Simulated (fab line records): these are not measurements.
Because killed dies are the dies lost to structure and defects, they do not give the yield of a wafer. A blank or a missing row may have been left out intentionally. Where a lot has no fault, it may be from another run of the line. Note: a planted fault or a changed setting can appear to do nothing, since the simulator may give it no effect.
What tool caused it? :: flow sky130 :: 24 lots, 72 wafers sampled, at 2 steps of a route of 708

WHAT THE GAUGES SHOWED, per wafer
SKY_VIA1_OVL_MEAS_13. Usual: for VIA1_OVL the level is 1 nm and the standard deviation is 6.4.
lot: L074
measured: day 33 21:43
on: overlay-02
VIA1_OVL (nm): -5 4 -5
flag: 

lot: L075
measured: day 34 11:27
on: overlay-02
VIA1_OVL (nm): 0 -2 0
flag: 

lot: L076
measured: day 34 15:34
on: overlay-02
VIA1_OVL (nm): -10 -1 -9
flag: 

lot: L077
measured: day 34 17:02
on: overlay-02
VIA1_OVL (nm): 9 9 6
flag: 

lot: L078
measured: day 35 14:03
on: overlay-01
VIA1_OVL (nm): 9 2 4
flag: 

lot: L079
measured: day 35 16:40
on: overlay-02
VIA1_OVL (nm): -7 -11 -5
flag: 

lot: L080
measured: day 36 00:47
on: overlay-01
VIA1_OVL (nm): 2 4 -2
flag: 

lot: L081
measured: day 36 12:07
on: overlay-02
VIA1_OVL (nm): -7 -4 -1
flag: 

lot: L082
measured: day 36 17:28
on: overlay-01
VIA1_OVL (nm): 4 13 5
flag: 

lot: L083
measured: day 36 21:10
on: overlay-02
VIA1_OVL (nm): 2 1 10
flag: 

lot: L084
measured: day 37 03:29
on: overlay-02
VIA1_OVL (nm): 4 4 -1
flag: 

lot: L085
measured: day 37 11:39
on: overlay-01
VIA1_OVL (nm): 8 2 1
flag: 

lot: L086
measured: day 37 16:57
on: overlay-01
VIA1_OVL (nm): 9 12 4
flag: 

lot: L087
measured: day 38 02:58
on: overlay-01
VIA1_OVL (nm): 6 -3 7
flag: 

lot: L088
measured: day 38 08:46
on: overlay-01
VIA1_OVL (nm): 0 -1 -2
flag: 

lot: L089
measured: day 38 16:32
on: overlay-02
VIA1_OVL (nm): 1 1 9
flag: 

lot: L090
measured: day 39 07:52
on: overlay-01
VIA1_OVL (nm): -1 -7 -10
flag: 

lot: L091
measured: day 39 11:58
on: overlay-01
VIA1_OVL (nm): -2 0 0
flag: 

lot: L092
measured: day 39 13:51
on: overlay-02
VIA1_OVL (nm): 3 -4 -7
flag: 

lot: L093
measured: day 39 23:04
on: overlay-01
VIA1_OVL (nm): 0 0 -7
flag: 

lot: L094
measured: day 40 05:46
on: overlay-02
VIA1_OVL (nm): 11 5 4
flag: 

lot: L095
measured: day 40 12:50
on: overlay-01
VIA1_OVL (nm): -9 3 -8
flag: 

lot: L096
measured: day 40 21:01
on: overlay-02
VIA1_OVL (nm): 15 6 5
flag: 

lot: L097
measured: day 41 13:10
on: overlay-01
VIA1_OVL (nm): -2 0 2
flag: 

WHICH TOOL RAN EACH LOT (tool, then ch and the chambers of the sampled wafers, then the start)
lot: L074
SKY_VT_ADJUST_HVTR_STRIP_10: plasma_asher-02 ch 0,1, day 9 06:23

lot: L075
SKY_VT_ADJUST_HVTR_STRIP_10: plasma_asher-03 ch 0,1, day 9 21:39

lot: L076
SKY_VT_ADJUST_HVTR_STRIP_10: plasma_asher-02 ch 0,1, day 10 04:20

lot: L077
SKY_VT_ADJUST_HVTR_STRIP_10: plasma_asher-01 ch 0, day 10 06:56

lot: L078
SKY_VT_ADJUST_HVTR_STRIP_10: plasma_asher-03 ch 0,1, day 10 19:56

lot: L079
SKY_VT_ADJUST_HVTR_STRIP_10: plasma_asher-01 ch 0,1, day 11 01:59

lot: L080
SKY_VT_ADJUST_HVTR_STRIP_10: plasma_asher-03 ch 0,1, day 11 09:13

lot: L081
SKY_VT_ADJUST_HVTR_STRIP_10: plasma_asher-02 ch 0,1, day 11 17:07

lot: L082
SKY_VT_ADJUST_HVTR_STRIP_10: plasma_asher-03 ch 0,1, day 12 00:31

lot: L083
SKY_VT_ADJUST_HVTR_STRIP_10: plasma_asher-01 ch 0,1, day 12 03:23

lot: L084
SKY_VT_ADJUST_HVTR_STRIP_10: plasma_asher-02 ch 0,1, day 12 11:23

lot: L085
SKY_VT_ADJUST_HVTR_STRIP_10: plasma_asher-01 ch 0,1, day 12 19:17

lot: L086
SKY_VT_ADJUST_HVTR_STRIP_10: plasma_asher-03 ch 0,1, day 13 01:22

lot: L087
SKY_VT_ADJUST_HVTR_STRIP_10: plasma_asher-03 ch 0,1, day 13 11:17

lot: L088
SKY_VT_ADJUST_HVTR_STRIP_10: plasma_asher-03 ch 0,1, day 13 14:43

lot: L089
SKY_VT_ADJUST_HVTR_STRIP_10: plasma_asher-03 ch 0,1, day 14 01:29

lot: L090
SKY_VT_ADJUST_HVTR_STRIP_10: plasma_asher-01 ch 0,1, day 14 15:26

lot: L091
SKY_VT_ADJUST_HVTR_STRIP_10: plasma_asher-01 ch 0,1, day 14 19:24

lot: L092
SKY_VT_ADJUST_HVTR_STRIP_10: plasma_asher-01 ch 0,1, day 14 20:05

lot: L093
SKY_VT_ADJUST_HVTR_STRIP_10: plasma_asher-01 ch 0,1, day 15 07:07

lot: L094
SKY_VT_ADJUST_HVTR_STRIP_10: plasma_asher-02 ch 0,1, day 15 13:39

lot: L095
SKY_VT_ADJUST_HVTR_STRIP_10: plasma_asher-02 ch 0,1, day 15 20:13

lot: L096
SKY_VT_ADJUST_HVTR_STRIP_10: plasma_asher-03 ch 0,1, day 16 03:23

lot: L097
SKY_VT_ADJUST_HVTR_STRIP_10: plasma_asher-02 ch 0,1, day 17 02:44
- SKY_VT_ADJUST_HVTR_STRIP_10: strips in O2/N2.

WHAT THE TOOLS THEMSELVES READ (means of the sampled wafers that have a number; where no wafer has one, the mark that the record gives instead)
SKY_VT_ADJUST_HVTR_STRIP_10. Usual: drypump_motor_current_A 6.0 A, standard deviation 0.35; oes_product_au 0.715 a.u., standard deviation 0.0048; strip_time_to_endpoint_s 14.19 s, standard deviation 0.04.
lot: L074
tool: plasma_asher-02
drypump_motor_current_A (A): 5.8
oes_product_au (a.u.): 0.722
strip_time_to_endpoint_s (s): 14.22
flag: 

lot: L075
tool: plasma_asher-03
drypump_motor_current_A (A): 6.4
oes_product_au (a.u.): 0.715
strip_time_to_endpoint_s (s): 14.19
flag: 

lot: L076
tool: plasma_asher-02
drypump_motor_current_A (A): 5.6
oes_product_au (a.u.): 0.717
strip_time_to_endpoint_s (s): 14.23
flag: 

lot: L077
tool: plasma_asher-01
drypump_motor_current_A (A): 6.0
oes_product_au (a.u.): 0.713
strip_time_to_endpoint_s (s): 14.25
flag: 

lot: L078
tool: plasma_asher-03
drypump_motor_current_A (A): 6.4
oes_product_au (a.u.): 0.716
strip_time_to_endpoint_s (s): 14.17
flag: 

lot: L079
tool: plasma_asher-01
drypump_motor_current_A (A): 5.7
oes_product_au (a.u.): 0.712
strip_time_to_endpoint_s (s): 14.14
flag: 

lot: L080
tool: plasma_asher-03
drypump_motor_current_A (A): 6.4
oes_product_au (a.u.): 0.715
strip_time_to_endpoint_s (s): 14.21
flag: 

lot: L081
tool: plasma_asher-02
drypump_motor_current_A (A): 5.7
oes_product_au (a.u.): 0.719
strip_time_to_endpoint_s (s): 14.21
flag: 

lot: L082
tool: plasma_asher-03
drypump_motor_current_A (A): 6.4
oes_product_au (a.u.): 0.717
strip_time_to_endpoint_s (s): 14.15
flag: 

lot: L083
tool: plasma_asher-01
drypump_motor_current_A (A): 5.7
oes_product_au (a.u.): 0.713
strip_time_to_endpoint_s (s): 14.15
flag: 

lot: L084
tool: plasma_asher-02
drypump_motor_current_A (A): 5.8
oes_product_au (a.u.): 0.715
strip_time_to_endpoint_s (s): 14.11
flag: 

lot: L085
tool: plasma_asher-01
drypump_motor_current_A (A): 5.7
oes_product_au (a.u.): 0.717
strip_time_to_endpoint_s (s): 14.18
flag: 

lot: L086
tool: plasma_asher-03
drypump_motor_current_A (A): 6.4
oes_product_au (a.u.): 0.718
strip_time_to_endpoint_s (s): 14.26
flag: 

lot: L087
tool: plasma_asher-03
drypump_motor_current_A (A): 6.4
oes_product_au (a.u.): 0.716
strip_time_to_endpoint_s (s): 14.19
flag: 

lot: L088
tool: plasma_asher-03
drypump_motor_current_A (A): 6.4
oes_product_au (a.u.): 0.716
strip_time_to_endpoint_s (s): 14.17
flag: 

lot: L089
tool: plasma_asher-03
drypump_motor_current_A (A): 6.4
oes_product_au (a.u.): 0.712
strip_time_to_endpoint_s (s): 14.18
flag: 

lot: L090
tool: plasma_asher-01
drypump_motor_current_A (A): 5.7
oes_product_au (a.u.): 0.716
strip_time_to_endpoint_s (s): 14.15
flag: 

lot: L091
tool: plasma_asher-01
drypump_motor_current_A (A): 5.7
oes_product_au (a.u.): 0.719
strip_time_to_endpoint_s (s): 14.21
flag: 

lot: L092
tool: plasma_asher-01
drypump_motor_current_A (A): 5.7
oes_product_au (a.u.): 0.716
strip_time_to_endpoint_s (s): 14.21
flag: 

lot: L093
tool: plasma_asher-01
drypump_motor_current_A (A): 5.9
oes_product_au (a.u.): 0.713
strip_time_to_endpoint_s (s): 14.17
flag: 

lot: L094
tool: plasma_asher-02
drypump_motor_current_A (A): 5.8
oes_product_au (a.u.): 0.719
strip_time_to_endpoint_s (s): 14.23
flag: 

lot: L095
tool: plasma_asher-02
drypump_motor_current_A (A): 5.8
oes_product_au (a.u.): 0.717
strip_time_to_endpoint_s (s): 14.19
flag: 

lot: L096
tool: plasma_asher-03
drypump_motor_current_A (A): 6.4
oes_product_au (a.u.): 0.717
strip_time_to_endpoint_s (s): 14.20
flag: 

lot: L097
tool: plasma_asher-02
drypump_motor_current_A (A): 5.8
oes_product_au (a.u.): 0.712
strip_time_to_endpoint_s (s): 14.14
flag: 

THE ANSWER, worked out from the rows above alone
Rule: a lot counts as off when the mean over its wafers that have a number is more than 3 standard deviations away from the usual mean. Also off: a lot with no number at a reading for which 4 or more lots have one. The other lots that the step has rows for count as sound. The gauges are gone through in route order, then the tools' own readings, and for those a lot's mean is taken as printed above. The first step at which some lot is off is used, and at that step the reading that is off furthest; a lot without a number counts as furthest.
No lot is off at any reading shown: from this, nothing can be told.

WHAT THE SIMULATOR HAD INSERTED
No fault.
